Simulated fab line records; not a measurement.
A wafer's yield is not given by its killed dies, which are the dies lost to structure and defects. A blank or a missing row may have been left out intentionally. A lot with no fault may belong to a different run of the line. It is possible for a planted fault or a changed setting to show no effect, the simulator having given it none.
Chamber matching :: flow sky130 :: SKY_CONTACT_CVD_00 on pecvd-03 has 3 sister chambers
The step deposits Si3N4, target thk 75 nm. 20 wafers are shown with their chamber, then 10 later ones without.

## WAFERS WITH THEIR CHAMBER
wafer: L074.1
chamber: 0
heater power w (W): 740

wafer: L074.5
chamber: 0
heater power w (W): 570

wafer: L074.6
chamber: 1
heater power w (W): 823

wafer: L078.1
chamber: 1
heater power w (W): 909

wafer: L078.3
chamber: 0
heater power w (W): 613

wafer: L078.4
chamber: 0
heater power w (W): 630

wafer: L081.2
chamber: 0
heater power w (W): 690

wafer: L081.3
chamber: 1
heater power w (W): 856

wafer: L081.4
chamber: 2
heater power w (W): 701

wafer: L083.1
chamber: 1
heater power w (W): 953

wafer: L083.2
chamber: 2
heater power w (W): 695

wafer: L083.3
chamber: 0
heater power w (W): 696

wafer: L083.4
chamber: 1
heater power w (W): 939

wafer: L083.5
chamber: 0
heater power w (W): 708

wafer: L083.6
chamber: 2
heater power w (W): 695

wafer: L085.3
chamber: 2
heater power w (W): 596

wafer: L085.4
chamber: 0
heater power w (W): 670

wafer: L085.5
chamber: 1
heater power w (W): 798

wafer: L086.1
chamber: 2
heater power w (W): 673

wafer: L086.4
chamber: 0
heater power w (W): 670

SIGNATURES (means of the wafers above)
reading: heater power w
chamber 0: 665.22
chamber 1: 879.67
chamber 2: 672.00
scatter within a chamber: 54.2
Rule: distance of a wafer from a chamber = root of the sum over the readings of ((wafer's reading minus chamber's mean) / reading's scatter) squared. The wafer belongs to the nearest chamber; if the next one is less than 2 further off, it can't be placed. How the scatter is found: for the shown wafers, subtract from each reading the mean of its chamber, square and add these, divide the total by (wafers less chambers), then take the root.

## WAFERS WHOSE CHAMBER IS MISSING
wafer: L086.6
heater power w (W): 664

wafer: L088.4
heater power w (W): 837

wafer: L088.5
heater power w (W): 690

wafer: L088.6
heater power w (W): 636

wafer: L092.1
heater power w (W): 659

wafer: L092.2
heater power w (W): 567

wafer: L092.4
heater power w (W): 663

wafer: L094.1
heater power w (W): 625

wafer: L094.5
heater power w (W): 619

wafer: L094.6
heater power w (W): 882

## THE CHAMBER EACH PASSED THROUGH
wafer: L086.6
from the rows above: can't be placed: 0 or 2
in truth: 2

wafer: L088.4
from the rows above: 1
in truth: 1

wafer: L088.5
from the rows above: can't be placed: 2 or 0
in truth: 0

wafer: L088.6
from the rows above: can't be placed: 0 or 2
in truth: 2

wafer: L092.1
from the rows above: can't be placed: 0 or 2
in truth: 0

wafer: L092.2
from the rows above: can't be placed: 0 or 2
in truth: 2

wafer: L092.4
from the rows above: can't be placed: 0 or 2
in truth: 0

wafer: L094.1
from the rows above: can't be placed: 0 or 2
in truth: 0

wafer: L094.5
from the rows above: can't be placed: 0 or 2
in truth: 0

wafer: L094.6
from the rows above: 1
in truth: 1
Correct placement for 2 of the 10. These rows do not allow placing 8 (true chamber among the candidates in 8). Wrongly placed: 0.
